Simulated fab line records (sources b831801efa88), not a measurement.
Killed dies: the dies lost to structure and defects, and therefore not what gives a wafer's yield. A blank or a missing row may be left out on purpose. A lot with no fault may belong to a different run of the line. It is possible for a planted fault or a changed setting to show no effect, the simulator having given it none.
Which tool was responsible?    flow sfq line    45 wafers from 15 lots sampled at 3 of the route's 325 steps

WHAT EACH GAUGE READ, for each wafer
Not one reading of a measure or inspect step in the record can be checked against a usual standard deviation.

TOOL THAT RAN EACH LOT (tool first, then ch and the chambers of the sampled wafers, then the start)
lot   SFQ_TRILAYER_I2_VIA_BARC_OPEN_VIA_ETCH_096  SFQ_TRILAYER_I2_VIA_ETCH_VIA_ETCH_070  SFQ_TRILAYER_M3_LITHO_EXPOSE_076
L720  rie diel-02 ch 1,2,3, day 30 13:46          rie diel-02 ch 1,2,3, day 30 13:48     krf scanner-01 ch 0, day 36 20:17
L721  rie diel-03 ch 0,2, day 31 00:32            rie diel-03 ch 0,2, day 31 00:34       krf scanner-01 ch 0, day 37 04:29
L722  rie diel-02 ch 0,2, day 31 07:12            rie diel-02 ch 0,2, day 31 07:14       krf scanner-01 ch 0, day 37 06:53
L723  rie diel-02 ch 0,2,3, day 31 10:48          rie diel-02 ch 0,2,3, day 31 10:50     krf scanner-01 ch 0, day 37 08:53
L726  rie diel-02 ch 0,3, day 33 01:44            rie diel-02 ch 0,3, day 33 01:46       krf scanner-02 ch 0, day 38 23:10
L727  rie diel-03 ch 0,1,2, day 33 16:01          rie diel-03 ch 0,1,2, day 33 16:03     krf scanner-02 ch 0, day 39 14:46
L728  rie diel-02 ch 0,2,3, day 34 11:13          rie diel-02 ch 0,2,3, day 34 11:15     krf scanner-02 ch 0, day 40 04:55
L730  rie diel-04 ch 0,2, day 34 20:40            rie diel-04 ch 0,2, day 34 20:43       krf scanner-02 ch 0, day 40 11:55
L734  rie diel-04 ch 2,3, day 36 09:01            rie diel-04 ch 2,3, day 36 09:03       krf scanner-02 ch 0, day 41 21:31
L736  rie diel-04 ch 0,3, day 36 19:46            rie diel-04 ch 0,3, day 36 19:49       krf scanner-02, day 42 07:43
L737  rie diel-03 ch 0,1,2, day 37 06:56          rie diel-03 ch 0,1,2, day 37 06:59     krf scanner-02, day 43 03:04
L738  rie diel-04 ch 2,3, day 37 11:59            rie diel-04 ch 2,3, day 37 12:02       krf scanner-02, day 43 06:46
L740  rie diel-02 ch 0,3, day 38 06:53            rie diel-02 ch 0,3, day 38 06:56       krf scanner-02 ch 0, day 43 22:34
L741  rie diel-03 ch 2,3, day 44 04:43            rie diel-03 ch 2,3, day 44 04:45       krf scanner-02 ch 0, day 48 21:19
L743  rie diel-04 ch 2,3, day 46 21:16            rie diel-04 ch 2,3, day 46 21:18       krf scanner-01 ch 0, day 50 19:50
- SFQ_TRILAYER_I2_VIA_BARC_OPEN_VIA_ETCH_096: etches BARC in O2, target depth 125 nm, time 41.7 s.
- SFQ_TRILAYER_I2_VIA_ETCH_VIA_ETCH_070: etches SiO2 in CHF3, stops on Nb, target depth 260 nm.
- SFQ_TRILAYER_M3_LITHO_EXPOSE_076: exposes mask M3, target cd 500 nm.

WHAT THE TOOLS THEMSELVES READ (means of the sampled wafers that have a number; where no wafer has one, the mark that the record gives instead)
SFQ_TRILAYER_I2_VIA_BARC_OPEN_VIA_ETCH_096.
lot   tool         bias w (W)  chamber pressure mTorr (mTorr)  drypump motor current A (A)  oes product au (a.u.)
L720  rie diel-02  80.19       29.971                          5.8                          0.685
L721  rie diel-03  79.96       29.990                          5.4                          0.684
L722  rie diel-02  79.93       30.012                          5.8                          0.691
L723  rie diel-02  80.14       29.978                          5.6                          0.686
L726  rie diel-02  80.23       30.007                          5.6                          0.681
L727  rie diel-03  79.97       30.009                          5.8                          0.689
L728  rie diel-02  79.66       30.002                          5.6                          0.683
L730  rie diel-04  79.90       30.000                          6.0                          0.687
L734  rie diel-04  80.32       29.967                          6.1                          0.683
L736  rie diel-04  -           -                               -                            -
L737  rie diel-03  -           -                               -                            -
L738  rie diel-04  -           -                               -                            -
L740  rie diel-02  80.05       30.009                          5.7                          0.684
L741  rie diel-03  80.07       29.967                          6.0                          0.682
L743  rie diel-04  79.93       30.019                          6.1                          0.686

SFQ_TRILAYER_I2_VIA_ETCH_VIA_ETCH_070.
lot   tool         bias w (W)  chamber pressure mTorr (mTorr)  drypump motor current A (A)  oes product au (a.u.)
L720  rie diel-02  79.91       29.994                          5.8                          0.856
L721  rie diel-03  79.93       29.998                          5.4                          0.857
L722  rie diel-02  80.04       29.987                          5.8                          0.859
L723  rie diel-02  80.31       29.989                          5.6                          0.852
L726  rie diel-02  79.83       29.993                          5.6                          0.858
L727  rie diel-03  79.87       29.972                          5.8                          0.853
L728  rie diel-02  80.10       29.999                          5.6                          0.855
L730  rie diel-04  79.94       30.002                          6.0                          0.862
L734  rie diel-04  79.84       30.002                          6.1                          0.851
L736  rie diel-04  80.09       30.014                          6.3                          0.377
L737  rie diel-03  80.17       29.959                          5.8                          0.370
L738  rie diel-04  79.69       30.033                          6.1                          0.379
L740  rie diel-02  80.04       29.998                          5.7                          0.861
L741  rie diel-03  80.16       29.995                          6.0                          0.861
L743  rie diel-04  80.26       29.981                          6.1                          0.860

SFQ_TRILAYER_M3_LITHO_EXPOSE_076.
lot   tool            exposure dose mJ cm2  focus offset nm (nm)  reticle temp C (C)  stage vel mm s (mm/s)
L720  krf scanner-01  14.406                0.4                   23.01               499.80
L721  krf scanner-01  14.400                -0.2                  23.05               499.70
L722  krf scanner-01  14.408                -0.5                  23.05               500.05
L723  krf scanner-01  14.395                -0.3                  23.12               499.67
L726  krf scanner-02  14.408                -0.2                  22.92               499.95
L727  krf scanner-02  14.401                -0.7                  23.04               500.15
L728  krf scanner-02  14.410                0.4                   23.07               499.83
L730  krf scanner-02  14.393                0.1                   22.99               500.47
L734  krf scanner-02  14.410                0.4                   22.96               499.71
L736  krf scanner-02  -                     -                     -                   -
L737  krf scanner-02  -                     -                     -                   -
L738  krf scanner-02  -                     -                     -                   -
L740  krf scanner-02  14.417                0.0                   22.92               500.10
L741  krf scanner-02  14.406                0.0                   23.04               500.05
L743  krf scanner-01  14.406                -0.2                  23.07               499.84

THE ANSWER, worked out from the rows above alone
Rule: the usual values come from the lots themselves. Put in order of their means at a reading, lots are off if they are a third of the lots or fewer, leave a main group of 4 or more, and stand apart from it by a gap of 3 or more times the standard deviation of the main group's means; of several such gaps the widest counts. A main group whose means are all the same, to the digits that the tables above print for the reading, isn't used. A lot without any number at a reading at which 4 lots or more have one is off too. Where the step has rows for the other lots, those lots are counted as sound. Order of review: gauges by route order, followed by the tools' own readings, for which a lot's mean as printed above is used. The first step at which some lot is off is used, and at that step the reading that is off furthest; a lot without a number counts as furthest.
Off: L736, L737, L738 (SFQ_TRILAYER_I2_VIA_BARC_OPEN_VIA_ETCH_096, bias w). Without a number there: L736, L737, L738. Main group: mean 80.03 W, sd 0.17.
If a tool, at that step or one of the process steps before it, ran each lot that is off and ran no sound lot following the first of them, it fits. No candidate that was tried fits.

WHAT THE SIMULATOR HAD PUT IN
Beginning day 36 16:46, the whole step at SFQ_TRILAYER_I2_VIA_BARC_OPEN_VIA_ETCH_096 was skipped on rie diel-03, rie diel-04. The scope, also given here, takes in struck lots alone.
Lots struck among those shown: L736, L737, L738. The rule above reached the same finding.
